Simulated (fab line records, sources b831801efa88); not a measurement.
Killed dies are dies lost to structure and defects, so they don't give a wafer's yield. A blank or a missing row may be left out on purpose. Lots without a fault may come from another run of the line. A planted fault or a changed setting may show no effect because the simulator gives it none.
Chamber matching | flow gf180mcu | GF_V4_CMP_26 on cmp-01: 4 sister chambers
The step polishes, stops on SiO2, t overpolish 15 s, target thk 0 nm. 4 wafers are shown with their chamber, then 10 later ones without.

WAFERS WITH THEIR CHAMBER
wafer  | chamber | motor_current_A (A)
L084.1 | 0       | 10.4
L084.3 | 1       | 10.2
L086.1 | 3       | 9.2
L086.3 | 2       | 10.3

WAFERS WITHOUT THEIR CHAMBER
wafer  | motor_current_A (A)
L086.4 | 10.6
L087.2 | 10.2
L087.4 | 10.2
L087.6 | 10.6
L088.1 | 9.8
L088.4 | 10.1
L088.6 | 9.3
L097.2 | 10.2
L097.5 | 9.3
L097.6 | 10.1

WHICH CHAMBER EACH WENT THROUGH
wafer  | from the rows above               | in truth
L086.4 | can't be placed: 0 or 2 or 1      | 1
L087.2 | can't be placed: 1 or 2 or 0      | 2
L087.4 | can't be placed: 1 or 2 or 0      | 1
L087.6 | can't be placed: 0 or 2 or 1      | 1
L088.1 | can't be placed: 1 or 2 or 0 or 3 | 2
L088.4 | can't be placed: 1 or 2 or 0      | 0
L088.6 | 3                                 | 3
L097.2 | can't be placed: 1 or 2 or 0      | 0
L097.5 | 3                                 | 3
L097.6 | can't be placed: 1 or 2 or 0      | 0
Placed correctly: 2 of 10. Can't be placed from these rows: 8 (the true chamber is among the candidates in 8). Placed wrongly: 0.
How it was worked out, from the rows above alone: a wafer's distance from a chamber is the root of the sum, over the readings, of the square of ((its reading less the chamber's mean) divided by the reading's scatter). The wafer belongs to the nearest chamber; if the next one is less than 2 further off, it can't be placed. A chamber's mean is the mean of its shown wafers. The scatter: with one shown wafer a chamber, the root of the mean of the squares of how far each hidden wafer lies from its nearest shown one.
